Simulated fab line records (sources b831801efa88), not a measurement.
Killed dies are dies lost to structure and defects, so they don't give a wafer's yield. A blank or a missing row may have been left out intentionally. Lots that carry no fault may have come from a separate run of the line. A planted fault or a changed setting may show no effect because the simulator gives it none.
A struck lot beside a sound one -- flow sky130 -- 16 steps out of a route of 708
Sound: the wafers L966.2, L966.5, L966.6. Struck: wafers L971.1, L971.3. (L971.4 of the same lot was not struck and is left out.) The cause comes at the end.
Per side, at each step with rows, come the tool, then ch with its chambers, and then its first start. Under that, the readings that differ: sound wafers -- struck wafers -- difference of the means -- sigmas: that difference in standard deviations of wafers without a fault.
alike: readings with means less than 2 such deviations apart, plus words and numbers identical on both sides. not compared: withheld readings, readings lacking a value on some wafer, bounds such as >300 that could conceal the same value, and numbers that have no deviation in the record and whose values overlap.
A row with sigmas, a row that says differs or no value, or rows on one side alone: a step with any of these is where the two part. Numbers that don't overlap but have no deviation are shown without sigmas and don't part them. A reading missing from all wafers of one side parts the sides only when that side holds two or more wafers.

first, 8 steps without rows for these wafers: SKY_METAL2_DEHYDRATE_07 (time 60 s); SKY_METAL2_HMDS_08 (prime time 60 s); SKY_METAL2_COAT_09 (resist thk 60 nm); SKY_METAL2_COAT_10 (resist thk 450 nm); SKY_METAL2_SOFTBAKE_11 (time 90 s); SKY_METAL2_EXPOSE_12 (exposes mask MM2, target cd 140 nm); SKY_METAL2_PEB_13; SKY_METAL2_DEVELOP_14 (develop time 60 s).
SKY_METAL2_CD_MEAS_15 targets a cd of 140 nm.
  struck on cd_sem-02, day 37 09:05; sound on cd_sem-01, day 36 00:53
  alike: cd_nm
SKY_METAL2_OVL_MEAS_16:
  struck on overlay-01, day 37 09:12; sound on overlay-01, day 36 00:59
  alike: METAL2_OVL
SKY_METAL2_DESCUM_17: chemistry O2, time 8 s.
  sound on rie_metal-02 ch 0,1, day 36 01:01; struck on rie_metal-02 ch 0, day 37 09:14
  alike: drypump_motor_current_A, oes_product_au
  not compared: rf_hours_counter_h
SKY_METAL2_ETCH_18: etches BARC in N2/H2, stops on SiO2, time 45.9 s, target depth 60 nm.
  sound on rie_metal-02 ch 0,1, day 36 01:03; struck on rie_metal-02 ch 0, day 37 09:16
reading,sound,struck,difference,sigmas
throttle_valve_pct (%),13.236 13.222 13.236,13.219 13.199,-0.022,-2
  alike: drypump_motor_current_A, n2_flow_sccm, oes_product_au
  not compared: rf_hours_counter_h
SKY_METAL2_METAL_ETCH_19: etches the open film in Cl2/BCl3, stops on SiO2, target depth 360 nm, time 78 s.
  sound on rie_metal-02 ch 0,1, day 36 01:07; struck on rie_metal-02 ch 0, day 37 09:20
reading,sound,struck,difference,sigmas
model.KrF-thick_of_METAL2_COAT_10.thk_nm (nm),156.5 158.1 158.2,204.7 205.1,+47.3,
model.METAL2.cd_nm (nm),141.5 139.6 141.4,144.7 145.7,+4.4,
model.SiO2_of_VIA1_HDPCVD_00.thk_nm (nm),331.2 330.6 330.5,332.5 333.4,+2.2,
  alike: bcl3_flow_sccm, drypump_motor_current_A, oes_product_au, throttle_valve_pct
  not compared: rf_hours_counter_h
SKY_METAL2_STRIP_20: strips in O2/N2.
  sound on plasma_asher-01 ch 0,1, day 36 01:12; struck on plasma_asher-03 ch 1, day 37 09:25
reading,sound,struck,difference,sigmas
n2_flow_sccm (sccm),298.0 299.0 299.5,300.4 301.6,+2.2,+3
o2_flow_sccm (sccm),3011 2993 3025,2995 2974,-25,-3
oes_product_au (a.u.),0.343 0.341 0.342,0.356 0.369,+0.020,+4
strip_time_to_endpoint_s (s),2.68 2.69 2.70,3.19 3.19,+0.50,+16
  alike: drypump_motor_current_A
  not compared: rf_hours_counter_h
then, 1 step without rows for these wafers: SKY_METAL2_STRIP_21 (strips in post etch residue remover, time 1200 s).
-- the record jumps here: 10 days lie between the struck wafers' starts before and after (it left off in module METAL2 and takes up again in module PAD_OPEN, whose first step shown is number 708 of the route) --
SKY_PAD_OPEN_PROBE_99:
  struck on prober-01, day 47 11:40; sound on prober-02, day 46 14:40
reading,sound,struck,difference,sigmas
hold,- - -,await_dispo/3.6h/release await_dispo/3.6h/release,no value on the sound wafers,
model.etest.met2.width_nm (nm),136.8 141.3 141.1,145 144.3,+5,
model.etest.met2_comb.leak_log10_a_um,-12 -12.04 -12.19,-7.577 -7.855,+4.361,
model.etest.met2.line_ohm_um,0.9274 0.905 0.888,0.8818 0.8796,-0.0261,

## WHERE THEY PART
First at SKY_METAL2_ETCH_18; last, within this record, at SKY_PAD_OPEN_PROBE_99.

WHY: what had been put in by the simulator
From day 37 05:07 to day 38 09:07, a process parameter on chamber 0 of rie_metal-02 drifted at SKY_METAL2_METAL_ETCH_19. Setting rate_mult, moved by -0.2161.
